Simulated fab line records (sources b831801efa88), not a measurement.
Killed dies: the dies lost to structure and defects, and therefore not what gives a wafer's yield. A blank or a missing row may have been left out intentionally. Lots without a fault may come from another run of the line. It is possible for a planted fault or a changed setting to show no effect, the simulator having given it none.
A lot that was struck, set against a sound lot | flow sky130 | 34 out of 708 route steps
Sound: wafers L673.1, L673.2, L673.3. Wafers struck: L685.1, L685.2, L685.5. Last of all comes the cause.
For every step that has rows: the tool of each side, followed by ch and its chambers, followed by its first start. Under that, the readings that differ: sound wafers | struck wafers | difference of the means | sigmas: that difference in standard deviations of wafers without a fault.
alike: words and numbers the same on both sides, and readings whose means are apart by under 2 such deviations; not compared: readings that were withheld, readings missing a value for some wafer, numbers with overlapping values and no deviation given by the record, and bounds like >300 which may hide the same value.
The two part at a step that has a row with sigmas, a row that says differs or no value, or rows on one side only. When numbers do not overlap yet have no deviation, they are printed without sigmas and do not part them. A reading missing from all wafers of one side parts the sides only when that side holds two or more wafers.

first, 7 steps without rows for these wafers: SKY_SONOS_TUNNEL_DEVELOP_06 (develop time 60 s); SKY_SONOS_TUNNEL_IMPLANT_09; SKY_SONOS_TUNNEL_WET_ETCH_10 (etches SiO2 in dHF, target depth 14 nm, time 280 s); SKY_SONOS_TUNNEL_STRIP_11 (strips in SPM, time 600 s); SKY_SONOS_TUNNEL_CLEAN_13 (cleans in dHF, time 20 s); SKY_SONOS_ONO_OXIDATION_00 (stabilise 600 s, purge 300 s, target thk 2.6 nm); SKY_SONOS_ONO_CVD_02 (deposits Si3N4 from DCS/NH3, target thk 10.5 nm, time 180 s).
SKY_SONOS_ONO_CVD_04: deposits SiO2 from SiH4/N2O, target thk 5.7199 nm.
  sound on lpcvd-03 ch 0, day 12 23:44; struck on lpcvd-03 ch 0, day 16 20:26
  reading                                    | sound             | struck            | difference | sigmas
  model.SiO2_of_SONOS_ONO_CVD_04.thk-nm (nm) | 5.786 5.734 5.668 | 5.395 5.391 5.341 | -0.354     |
  alike: spike-tc-bottom-C, spike-tc-centre-C, spike-tc-top-C
SKY_SONOS_ONO_THK_MEAS_05:
  sound: film-metro-04 at day 13 00:59; struck: film-metro-01 at day 16 21:41
  reading                   | sound          | struck         | difference | sigmas
  SONOS_ONO_CVD_04_THK (nm) | 5.84 5.73 5.65 | 5.34 5.40 5.33 | -0.38      | -4
then, 23 steps without rows for these wafers: SKY_SONOS_ONO_DEHYDRATE_06 (time 60 s); SKY_SONOS_ONO_HMDS_07 (prime time 60 s); SKY_SONOS_ONO_COAT_08 (resist thk 1140 nm); SKY_SONOS_ONO_SOFTBAKE_09 (time 60 s); SKY_SONOS_ONO_EXPOSE_10 (exposes mask ONOM, target cd 410 nm); SKY_SONOS_ONO_PEB_11; SKY_SONOS_ONO_DEVELOP_12 (develop time 60 s); SKY_SONOS_ONO_ETCH_15 (etches the open film in CHF3/O2, target depth 19.52 nm, time 7.8 s); SKY_SONOS_ONO_WET_ETCH_16 (etches SiO2 in dHF, target depth 14 nm, time 280 s); SKY_SONOS_ONO_STRIP_17 (strips in O2/N2); SKY_SONOS_ONO_WET_ETCH_18 (etches Si3N4 in H3PO4, target depth 15 nm, time 172 s); SKY_GATE_OXIDE_CLEAN_00 (cleans in SC1/SC2, time 150 s); SKY_GATE_OXIDE_OXIDATION_01 (stabilise 600 s, purge 300 s, target thk 10.268 nm); SKY_GATE_OXIDE_DEHYDRATE_03 (time 60 s); SKY_GATE_OXIDE_HMDS_04 (prime time 60 s); SKY_GATE_OXIDE_COAT_05 (resist thk 1140 nm); SKY_GATE_OXIDE_SOFTBAKE_06 (time 60 s); SKY_GATE_OXIDE_EXPOSE_07 (exposes mask LVOM, target cd 600 nm); SKY_GATE_OXIDE_PEB_08; SKY_GATE_OXIDE_DEVELOP_09 (develop time 60 s); SKY_GATE_OXIDE_IMPLANT_11; SKY_GATE_OXIDE_WET_ETCH_12 (etches SiO2 in dHF, target depth 16.8 nm, time 336 s); SKY_GATE_OXIDE_STRIP_13 (strips in O2/N2).
-- the record jumps here: 3 days lie between the struck wafers' starts before and after --
SKY_GATE_OXIDE_CLEAN_15: cleans in SC1/SC2, time 150 s.
  sound on wet-bench-03 ch 0, day 15 08:16; struck on wet-bench-03 ch 3, day 19 13:28
  reading                                    | sound             | struck           | difference | sigmas
  model.SiO2_of_SONOS_ONO_CVD_04.thk-nm (nm) | 4.272 4.225 4.153 | 3.87 3.862 3.814 | -0.37      |
  alike: temp-c
-- here the record skips 30 days between the struck wafers' starts before and after, leaving off in module GATE_OXIDE and picking up in module PAD_OPEN (first step shown: number 708 of the route) --
SKY_PAD_OPEN_PROBE_99:
  sound: prober-01 at day 46 21:22; struck: prober-02 at day 49 18:07
  reading                               | sound                | struck               | difference | sigmas
  model.etest.cap-ono.gate-log10-a-cm2  | -8.36 -8.184 -8.037  | -7.684 -7.636 -7.523 | +0.579     |
  model.etest.cap-ono.tox-acc-nm (nm)   | 13.17 13.1 13        | 12.63 12.65 12.52    | -0.49      |
  model.etest.sonos-programmed.vt-v (V) | 1.271 1.353 1.44     | 1.587 1.57 1.611     | +0.235     |
  model.etest.sonos-baked.vt-v (V)      | 0.8692 0.8816 0.8973 | 1.079 1.048 1.119    | +0.199     |
  model.etest.sonos-erased.vt-v (V)     | -2.115 -2.197 -2.255 | -2.331 -2.372 -2.383 | -0.173     |
  alike: killed_at_M0_to_M3, killed_at_M4_up, killed-at-contacts, killed-at-front-end, killed-at-other, killed-dies, killed-open, killed-short

## WHERE THEY PART
Within this record, at SKY_SONOS_ONO_THK_MEAS_05 only. Later steps at which nothing parts them and some readings are alike: SKY_GATE_OXIDE_CLEAN_15, SKY_PAD_OPEN_PROBE_99.

WHY: what the simulator had put in
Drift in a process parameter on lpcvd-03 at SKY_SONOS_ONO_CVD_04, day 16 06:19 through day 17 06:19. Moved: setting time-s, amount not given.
